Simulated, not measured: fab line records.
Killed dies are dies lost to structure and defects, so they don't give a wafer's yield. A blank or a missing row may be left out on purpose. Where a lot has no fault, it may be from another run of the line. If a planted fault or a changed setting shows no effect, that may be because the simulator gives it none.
Comparing a struck lot with a sound one -- flow sfqLine -- 17 out of 325 route steps
Sound: these wafers, L650.1, L650.2, L650.3. The struck wafers were L644.2, L644.4, L644.6. The cause comes at the end.
Per side, at each step with rows, come the tool, then ch with its chambers, and then its first start. Under that, the readings that differ: sound wafers -- struck wafers -- difference of the means -- sigmas: that difference in standard deviations of wafers without a fault.
alike: a reading whose means differ by less than 2 such deviations, as well as words and numbers matching on both sides. not compared: withheld readings; readings where some wafer has no value; bounds like >300 that might hide an equal value; numbers whose values overlap and for which the record gives no deviation.
The two part at a step that has a row with sigmas, a row that says differs or no value, or rows on one side only. Numbers that don't overlap but have no deviation are shown without sigmas and don't part them. A reading missing from all wafers of one side parts the sides only when that side holds two or more wafers.

first, 4 steps without rows for these wafers: SFQ_TRILAYER_L0_LITHO_SOFTBAKE_009; SFQ_TRILAYER_L0_LITHO_EXPOSE_006 (exposes mask L0, target cd 2000 nm); SFQ_TRILAYER_L0_LITHO_PEB_008 (peb time 60 s); SFQ_TRILAYER_L0_LITHO_DEVELOP_007 (time 60 s).
SFQ_TRILAYER_L0_BARC_OPEN_METAL_ETCH_010: etches BARC in O2, target depth 125 nm, time 41.7 s.
  sound on rieMetal-03 ch 0,1, day 7 01:39; struck on rieMetal-04 ch 0, day 5 22:13
  alike: drypumpMotorCurrentA, heBacksideLeakSccm, oesProductAu
  not compared: rfHoursCounterH
SFQ_TRILAYER_L0_ETCH_METAL_ETCH_008: etches MoNx KI in SF6/O2, stops on SiO2, target depth 50 nm, time 25 s.
  sound on rieMetal-03 ch 0,1, day 7 01:43; struck on rieMetal-04 ch 0, day 5 22:16
  alike: drypumpMotorCurrentA, heBacksideLeakSccm, oesProductAu
  not compared: rfHoursCounterH
SFQ_TRILAYER_L0_STRIP_STRIP_009: strips in O2.
  sound on rieMetal-03 ch 0,1, day 7 01:46; struck on rieMetal-04 ch 0, day 5 22:19
  alike: drypumpMotorCurrentA, heBacksideLeakSccm, oesProductAu
  not compared: rfHoursCounterH
then, 1 step without rows for these wafers: SFQ_TRILAYER_L0_STRIP_SOLV_CLEAN_010 (cleans in NMP, time 600 s).
SFQ_TRILAYER_L0_CAP_PECVD_011: deposits SiO2 from SiH4/N2O, time 13.333 s, target thk 60 nm.
  sound on pecvd-03 ch 0,1,2, day 7 02:32; struck on pecvd-03 ch 1,2, day 5 23:05
  alike: heaterPowerOuterW, heaterPowerW, throttleValvePct
then, 3 steps without rows for these wafers: SFQ_TRILAYER_L0_VIA_LITHO_COAT_018 (resist thk 62 nm); SFQ_TRILAYER_L0_VIA_LITHO_COAT_013 (resist thk 650 nm); SFQ_TRILAYER_L0_VIA_LITHO_SOFTBAKE_017.
-- the record jumps here: 4 days lie between the struck wafers' starts before and after --
SFQ_TRILAYER_L0_VIA_LITHO_EXPOSE_014: exposes mask L0V, target cd 700 nm.
  sound on krfScanner-02 ch 0, day 11 11:47; struck on krfScanner-01 ch 0, day 9 18:04
reading,sound,struck,difference,sigmas
model.L0V.overlayXNm (nm),-2.49 -2.49 -2.49,83.56 83.56 83.56,+86.05,
  alike: mask, reticleTempC
then, 2 steps without rows for these wafers: SFQ_TRILAYER_L0_VIA_LITHO_PEB_016 (peb time 60 s); SFQ_TRILAYER_L0_VIA_LITHO_DEVELOP_015 (time 60 s).
SFQ_L0V_OVL_MEAS_903:
  sound on overlay-01 at day 11 13:17; struck on overlay-01 at day 9 19:22
reading,sound,struck,difference,sigmas
L0V_OVL (nm),-2 1 -4,84 83 80,+84,+20
SFQ_TRILAYER_L0_VIA_BARC_OPEN_VIA_ETCH_021: etches BARC in O2, target depth 125 nm, time 41.7 s.
  sound on rieDiel-01 ch 0,2,3, day 11 13:19; struck on rieDiel-04 ch 0,1,3, day 9 19:24
  alike: drypumpMotorCurrentA, oesProductAu
  not compared: rfHoursCounterH

== WHERE THEY PART ==
Only at SFQ_L0V_OVL_MEAS_903, within this record. Later steps at which nothing parts them and some readings are alike: SFQ_TRILAYER_L0_VIA_BARC_OPEN_VIA_ETCH_021.

WHY: what had been put in by the simulator
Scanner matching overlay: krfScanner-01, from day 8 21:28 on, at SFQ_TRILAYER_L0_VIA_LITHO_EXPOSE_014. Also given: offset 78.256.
